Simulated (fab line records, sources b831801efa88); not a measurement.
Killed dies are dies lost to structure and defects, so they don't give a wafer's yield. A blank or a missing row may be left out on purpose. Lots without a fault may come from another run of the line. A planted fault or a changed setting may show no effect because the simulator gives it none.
A struck lot beside a sound one | flow sfq_line | 19 steps out of a route of 325
Sound: wafers L407.1, L407.4, L407.5. Struck: wafers L410.2, L410.5. (L410.4 of the same lot was not struck and is left out.) The cause comes at the end.
At each step with rows: each side's tool, then ch and its chambers, then its first start. Under that, the readings that differ: sound wafers | struck wafers | difference of the means | sigmas: that difference in standard deviations of wafers without a fault.
alike: readings whose means differ by less than 2 such deviations, and words and numbers that are the same on both sides. not compared: withheld readings, readings that some wafer has no value for, bounds like >300 that may hide the same value, and numbers for which the record gives no deviation and whose values overlap.
The two part at a step that has a row with sigmas, a row that says differs or no value, or rows on one side only. Numbers that don't overlap but have no deviation are shown without sigmas and don't part them. A reading that every wafer of one side lacks parts them only if that side has two wafers or more.

SFQ_M1_OVL_MEAS_911:
  sound on overlay-02, day 13 15:29; struck on overlay-01, day 15 08:11
  alike: M1_OVL
SFQ_TRILAYER_M1_BARC_OPEN_METAL_ETCH_054: etches BARC in O2, target depth 125 nm, time 41.7 s.
  sound on rie_metal-04 ch 0,1, day 13 15:31; struck on rie_metal-03 ch 0, day 15 08:13
  alike: drypump_motor_current_A, oes_product_au, rf_fwd_power_W
  not compared: rf_hours_counter_h
then, 1 step without rows for these wafers: SFQ_TRILAYER_M1_ETCH_METAL_ETCH_042 (etches Nb in Cl2/Ar, stops on SiO2, target depth 240 nm, time 120 s).
SFQ_TRILAYER_M1_STRIP_STRIP_043: strips in O2.
  sound on rie_metal-04 ch 0,1, day 13 15:42; struck on rie_metal-03 ch 0, day 15 08:24
  alike: drypump_motor_current_A, oes_product_au
  not compared: rf_hours_counter_h
then, 1 step without rows for these wafers: SFQ_TRILAYER_M1_STRIP_SOLV_CLEAN_044 (cleans in NMP, time 600 s).
SFQ_TRILAYER_I1_DEP_PECVD_045: deposits SiO2 from SiH4/N2O, time 111.11 s, target thk 500 nm.
  sound on pecvd-03 ch 0,2, day 13 16:29; struck on pecvd-03 ch 1, day 15 09:11
  alike: heater_power_w, rf_fwd_power_W, throttle_valve_pct
then, 1 step without rows for these wafers: SFQ_TRILAYER_I1_CMP_CMP_046 (polishes SiO2).
SFQ_I1_BOW_MEAS_912:
  sound on film_metro-01, day 13 22:58; struck on film_metro-01, day 15 16:01
  alike: I1_BOW
SFQ_TRILAYER_I1_METRO_MEASURE_047:
  sound on film_metro-01, day 13 23:05; struck on film_metro-01, day 15 16:19
  alike: thk_nm
then, 3 steps without rows for these wafers: SFQ_TRILAYER_I1_VIA_LITHO_COAT_054 (resist thk 62 nm); SFQ_TRILAYER_I1_VIA_LITHO_COAT_049 (resist thk 650 nm); SFQ_TRILAYER_I1_VIA_LITHO_SOFTBAKE_053.
-- the record jumps here: 4 days lie between the struck wafers' starts before and after --
SFQ_TRILAYER_I1_VIA_LITHO_EXPOSE_050: exposes mask I1, target cd 500 nm.
  sound on krf_scanner-01 ch 0, day 17 12:12; struck on krf_scanner-01 ch 0, day 19 04:45
  alike: mask
then, 2 steps without rows for these wafers: SFQ_TRILAYER_I1_VIA_LITHO_PEB_052 (peb time 60 s); SFQ_TRILAYER_I1_VIA_LITHO_DEVELOP_051 (time 60 s).
SFQ_I1_OVL_MEAS_913:
  sound on overlay-02, day 17 13:42; struck on overlay-02, day 19 06:04
  alike: I1_OVL
SFQ_TRILAYER_I1_VIA_BARC_OPEN_VIA_ETCH_071: etches BARC in O2, target depth 125 nm, time 41.7 s.
  sound on rie_diel-03 ch 0,1,3, day 17 13:44; struck on rie_diel-04 ch 2, day 19 06:05
  reading             | sound             | struck      | difference | sigmas
  model.I1.cd_nm (nm) | 501.5 499.7 501.9 | 505.7 504.1 | +3.9       |
  alike: drypump_motor_current_A, oes_product_au, rf_fwd_power_W
  not compared: rf_hours_counter_h
SFQ_TRILAYER_I1_VIA_ETCH_VIA_ETCH_052: etches SiO2 in CHF3, stops on Nb, target depth 260 nm.
  sound on rie_diel-03 ch 0,1,3, day 17 13:47; struck on rie_diel-04 ch 2, day 19 06:08
  alike: drypump_motor_current_A, oes_product_au, rf_fwd_power_W
  not compared: model.I1.cd_nm
SFQ_TRILAYER_I1_VIA_STRIP_STRIP_053: strips in O2.
  sound on rie_metal-03 ch 0,1, day 17 13:53; struck on rie_metal-02 ch 0, day 19 06:14
  reading                     | sound       | struck  | difference | sigmas
  drypump_motor_current_A (A) | 5.9 6.6 6.6 | 5.5 5.6 | -0.8       | -2
  alike: oes_product_au
  not compared: rf_hours_counter_h

WHERE THEY PART
Only at SFQ_TRILAYER_I1_VIA_STRIP_STRIP_053, within this record.

WHY: what the simulator had put in
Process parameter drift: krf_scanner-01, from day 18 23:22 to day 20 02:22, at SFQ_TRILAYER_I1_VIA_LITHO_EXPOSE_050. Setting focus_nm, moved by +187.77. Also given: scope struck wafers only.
